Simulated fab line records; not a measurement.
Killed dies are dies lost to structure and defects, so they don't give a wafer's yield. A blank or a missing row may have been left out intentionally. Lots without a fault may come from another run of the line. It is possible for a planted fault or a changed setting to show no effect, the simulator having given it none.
Struck lot and sound lot, side by side -- flow sky130 -- 23 out of 708 route steps
Sound: wafers L870.3, L870.4, L870.5. Struck: wafer L879.6; the same lot's L879.3 was not struck, so it is left out; see the end for the cause.
Order at every step that has rows: each side's tool, ch and its chambers, its first start. Under that, the readings that differ: sound wafers -- struck wafers -- difference of the means -- sigmas: that difference in standard deviations of wafers without a fault.
alike: readings with means less than 2 such deviations apart, plus words and numbers identical on both sides. not compared: withheld readings, readings lacking a value on some wafer, bounds such as >300 that could conceal the same value, and numbers that have no deviation in the record and whose values overlap.
A row with sigmas, a row that says differs or no value, or rows on one side alone: a step with any of these is where the two part. When numbers do not overlap yet have no deviation, they are printed without sigmas and do not part them. A reading that every wafer of one side lacks parts them only if that side has two wafers or more.

SKY_METAL1_METAL_ETCH_19: etches the open film in Cl2/BCl3, stops on SiO2, target depth 360 nm, time 78 s.
  sound on rie_metal-04 ch 0,1, day 33 18:39; struck on rie_metal-03 ch 0, day 36 12:32
reading,sound,struck,difference,sigmas
drypump_motor_current_A (A),6.3 6.1 6.1,4.9,-1.3,-2
  alike: bcl3_flow_sccm, oes_product_au, throttle_valve_pct
  not compared: rf_hours_counter_h
SKY_METAL1_STRIP_20: strips in O2/N2.
  sound on plasma_asher-01 ch 0,1, day 33 18:44; struck on plasma_asher-04 ch 1, day 36 12:38
reading,sound,struck,difference,sigmas
drypump_motor_current_A (A),6.5 6.6 6.5,5.2,-1.3,-2
  alike: oes_product_au, strip_time_to_endpoint_s
  not compared: rf_hours_counter_h
then, 4 steps without rows for these wafers: SKY_METAL1_STRIP_21 (strips in post etch residue remover, time 1200 s); SKY_METAL1_CLEAN_22 (cleans in IPA, time 180 s); SKY_METAL1_CLEAN_23 (cleans in O3/DIW); SKY_VIA1_HDPCVD_00 (deposits SiO2, target thk 1030 nm, time 171.7 s).
SKY_VIA1_THK_MEAS_01:
  sound on film_metro-01 at day 33 19:26; struck on film_metro-01 at day 36 13:22
reading,sound,struck,difference,sigmas
VIA1_HDPCVD_THK (nm),1049 1038 1042,1009,-34,-3
SKY_VIA1_CMP_02: polishes SiO2.
  sound on cmp-01 ch 1,3, day 33 19:38; struck on cmp-01 ch 2, day 36 13:30
  alike: motor_current_A, platen_rpm, retaining_ring_pressure_frac
SKY_VIA1_BOW_MEAS_03:
  sound on film_metro-01 at day 33 19:58; struck on film_metro-01 at day 36 13:44
  alike: VIA1_BOW
then, 3 steps without rows for these wafers: SKY_VIA1_DEHYDRATE_04 (time 60 s); SKY_VIA1_HMDS_05 (prime time 60 s); SKY_VIA1_COAT_06 (resist thk 60 nm).
SKY_VIA1_COAT_07: resist thk 450 nm.
  sound on litho_track-03 ch 0, day 34 08:00; struck on litho_track-03 ch 0, day 37 02:00
reading,sound,struck,difference,sigmas
model.KrF-thick_of_VIA1_COAT_07.thk_nm (nm),449.8 449.9 448.9,400.1,-49.4,
then, 4 steps without rows for these wafers: SKY_VIA1_SOFTBAKE_08 (time 90 s); SKY_VIA1_EXPOSE_09 (exposes mask VIM, target cd 150 nm); SKY_VIA1_PEB_10; SKY_VIA1_DEVELOP_11 (develop time 60 s).
SKY_VIA1_CD_MEAS_12: the cd target is 150 nm.
  sound on cd_sem-01 at day 34 22:00; struck on cd_sem-02 at day 37 15:29
  alike: cd_nm
SKY_VIA1_OVL_MEAS_13:
  sound on overlay-02 at day 34 22:05; struck on overlay-01 at day 37 15:34
  alike: VIA1_OVL
SKY_VIA1_ETCH_14: etches BARC in N2/H2, stops on SiO2, time 45.9 s, target depth 60 nm.
  sound on rie_diel-03 ch 0,2,3, day 34 22:07; struck on rie_diel-01 ch 1, day 37 15:36
reading,sound,struck,difference,sigmas
throttle_valve_pct (%),13.240 13.215 13.228,13.204,-0.024,-3
  alike: drypump_motor_current_A, h2_flow_sccm, oes_product_au
  not compared: rf_hours_counter_h
SKY_VIA1_ETCH_15: etches SiO2 in C4F8/O2/Ar, stops on TiN, target depth 351 nm, time 54 s.
  sound on rie_diel-03 ch 0,2,3, day 34 22:09; struck on rie_diel-01 ch 1, day 37 15:38
reading,sound,struck,difference,sigmas
model.KrF-thick_of_VIA1_COAT_07.thk_nm (nm),323 320.1 321.2,274.5,-46.9,
  alike: oes_product_au
  not compared: rf_hours_counter_h
SKY_VIA1_STRIP_16: strips in O2/N2.
  sound on plasma_asher-01 ch 0,1, day 34 22:14; struck on plasma_asher-02 ch 1, day 37 15:43
reading,sound,struck,difference,sigmas
oes_product_au (a.u.),0.410 0.417 0.418,0.397,-0.018,-4
strip_time_to_endpoint_s (s),4.461 4.425 4.444,3.958,-0.485,-26
  alike: drypump_motor_current_A
  not compared: rf_hours_counter_h
then, 1 step without rows for these wafers: SKY_VIA1_STRIP_17 (strips in post etch residue remover, time 1200 s).

## WHERE THEY PART
Earliest at SKY_METAL1_METAL_ETCH_19; latest, in this record, at SKY_VIA1_STRIP_16.

WHY: the cause the simulator had injected
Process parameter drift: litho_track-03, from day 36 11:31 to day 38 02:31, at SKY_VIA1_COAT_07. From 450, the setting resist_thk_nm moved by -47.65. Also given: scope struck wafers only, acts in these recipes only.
